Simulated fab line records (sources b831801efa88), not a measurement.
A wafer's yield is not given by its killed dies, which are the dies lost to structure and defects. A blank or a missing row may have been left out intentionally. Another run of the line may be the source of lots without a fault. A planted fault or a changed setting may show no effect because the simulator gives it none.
Check of tool commonality / flow gf180mcu / 12 lots, 36 wafers sampled

THE REASON FOR OPENING IT
At GF_V5_CD_MEAS_14 the reading cd-nm is flagged on 2 of 12 lots. Wafers without a fault read 259.7 nm, standard deviation 1.1.
Rule: a lot is flagged when every wafer of it that has a number lies more than 4 standard deviations from that mean, or none has a number. As for the other lots, they are considered sound.

lot=L424; measured=day 27 09:58; on=cd-sem-01; cd-nm (nm), wafer by wafer=260.0 258.4 259.7; flag=
lot=L425; measured=day 27 15:20; on=cd-sem-01; cd-nm (nm), wafer by wafer=261.5 260.3 260.1; flag=
lot=L426; measured=day 28 04:10; on=cd-sem-01; cd-nm (nm), wafer by wafer=259.0 259.3 258.9; flag=
lot=L427; measured=day 28 13:55; on=cd-sem-01; cd-nm (nm), wafer by wafer=258.9 260.2 259.4; flag=
lot=L429; measured=day 29 08:16; on=cd-sem-01; cd-nm (nm), wafer by wafer=260.3 258.0 258.8; flag=
lot=L431; measured=day 29 15:51; on=cd-sem-02; cd-nm (nm), wafer by wafer=260.3 259.8 259.5; flag=
lot=L432; measured=day 29 17:58; on=cd-sem-02; cd-nm (nm), wafer by wafer=259.8 260.7 259.5; flag=
lot=L433; measured=day 30 08:18; on=cd-sem-01; cd-nm (nm), wafer by wafer=259.8 260.2 259.5; flag=
lot=L442; measured=day 32 14:51; on=cd-sem-02; cd-nm (nm), wafer by wafer=260.7 260.7 261.0; flag=
lot=L443; measured=day 32 20:48; on=cd-sem-02; cd-nm (nm), wafer by wafer=260.9 260.7 262.2; flag=
lot=L444; measured=day 33 00:28; on=cd-sem-02; cd-nm (nm), wafer by wafer=269.3 269.1 268.3; flag=FLAGGED
lot=L445; measured=day 33 08:07; on=cd-sem-02; cd-nm (nm), wafer by wafer=269.3 269.0 268.3; flag=FLAGGED
Average over the flagged lots: 268.9 nm; offset from the usual +9.2 nm, equal to +8 standard deviations.

LOT BY LOT: THE TOOL USED
Before the reading, the record contains 2 process steps out of a 602-step route. Every cell lists first the tool, next ch and the chambers used by the sampled wafers, and last the start.
lot=L424; flag=; GF_MIM_SPUTTER_02=pvd-sputter-03, day 24 15:20; GF_V5_PEB_12=litho-track-03 ch 0, day 27 09:38
lot=L425; flag=; GF_MIM_SPUTTER_02=pvd-sputter-04, day 25 00:14; GF_V5_PEB_12=litho-track-04 ch 0, day 27 14:59
lot=L426; flag=; GF_MIM_SPUTTER_02=pvd-sputter-04, day 25 12:44; GF_V5_PEB_12=litho-track-04 ch 0, day 28 03:49
lot=L427; flag=; GF_MIM_SPUTTER_02=pvd-sputter-04, day 25 22:29; GF_V5_PEB_12=litho-track-01 ch 0, day 28 13:34
lot=L429; flag=; GF_MIM_SPUTTER_02=pvd-sputter-04, day 26 19:28; GF_V5_PEB_12=litho-track-01 ch 0, day 29 07:55
lot=L431; flag=; GF_MIM_SPUTTER_02=pvd-sputter-03, day 27 04:11; GF_V5_PEB_12=litho-track-03 ch 0, day 29 15:30
lot=L432; flag=; GF_MIM_SPUTTER_02=pvd-sputter-03, day 27 05:39; GF_V5_PEB_12=litho-track-01 ch 0, day 29 17:38
lot=L433; flag=; GF_MIM_SPUTTER_02=pvd-sputter-04, day 27 20:18; GF_V5_PEB_12=litho-track-03 ch 0, day 30 07:57
lot=L442; flag=; GF_MIM_SPUTTER_02=pvd-sputter-03, day 30 09:40; GF_V5_PEB_12=litho-track-03 ch 0, day 32 14:28
lot=L443; flag=; GF_MIM_SPUTTER_02=pvd-sputter-01, day 30 15:35; GF_V5_PEB_12=litho-track-03 ch 0, day 32 20:27
lot=L444; flag=FLAGGED; GF_MIM_SPUTTER_02=pvd-sputter-03, day 30 19:37; GF_V5_PEB_12=litho-track-03 ch 0, day 33 00:08
lot=L445; flag=FLAGGED; GF_MIM_SPUTTER_02=pvd-sputter-04, day 31 04:25; GF_V5_PEB_12=litho-track-03 ch 0, day 33 07:47
What is done by these steps:
- GF_MIM_SPUTTER_02: material AlCu, target thk 450 nm, time 23.9 s.
- GF_V5_PEB_12: peb time 90 s.
- GF_V5_CD_MEAS_14: target cd 260 nm.

FLAGGED AGAINST TOTAL, ONE TOOL AT A TIME (gauges that did the reading follow at the end)
step=GF_MIM_SPUTTER_02; tool=pvd-sputter-01; lots run=1; flagged=0; share of the flagged lots=none; sound lots run after its first flagged lot=-
step=GF_MIM_SPUTTER_02; tool=pvd-sputter-03; lots run=5; flagged=1; share of the flagged lots=some; sound lots run after its first flagged lot=0
step=GF_MIM_SPUTTER_02; tool=pvd-sputter-04; lots run=6; flagged=1; share of the flagged lots=some; sound lots run after its first flagged lot=0
step=GF_V5_PEB_12; tool=litho-track-01; lots run=3; flagged=0; share of the flagged lots=none; sound lots run after its first flagged lot=-
step=GF_V5_PEB_12; tool=litho-track-03; lots run=7; flagged=2; share of the flagged lots=all; sound lots run after its first flagged lot=0
step=GF_V5_PEB_12; tool=litho-track-04; lots run=2; flagged=0; share of the flagged lots=none; sound lots run after its first flagged lot=-
step=GF_V5_CD_MEAS_14; tool=cd-sem-01; lots run=6; flagged=0; share of the flagged lots=none; sound lots run after its first flagged lot=-
step=GF_V5_CD_MEAS_14; tool=cd-sem-02; lots run=6; flagged=2; share of the flagged lots=all; sound lots run after its first flagged lot=0

WHAT IS ALLOWED BY THE TABLE
2 rows of the table ran every flagged lot: litho-track-03 at GF_V5_PEB_12, cd-sem-02 at GF_V5_CD_MEAS_14.
- litho-track-03 at GF_V5_PEB_12: 2 of its 7 lots flagged. Its last sound lot is L443 (day 32 20:27), its first flagged lot L444 (day 33 00:08): a fault that began between those two fits. Its own readings lie more than 4 standard deviations out on every wafer of the flagged lots: heater-power-total-W, plate-temp-C.
- cd-sem-02 at GF_V5_CD_MEAS_14: 2 of its 6 lots flagged. Its last sound lot is L443 (day 32 20:48), its first flagged lot L444 (day 33 00:28): a fault that began between those two fits.
Because each of these 2 tools fits a fault that began at some hour, counting lots does not separate them. More lots, or a look at what each step does to the wafer, might.

WHAT THE SIMULATOR HAD INSERTED
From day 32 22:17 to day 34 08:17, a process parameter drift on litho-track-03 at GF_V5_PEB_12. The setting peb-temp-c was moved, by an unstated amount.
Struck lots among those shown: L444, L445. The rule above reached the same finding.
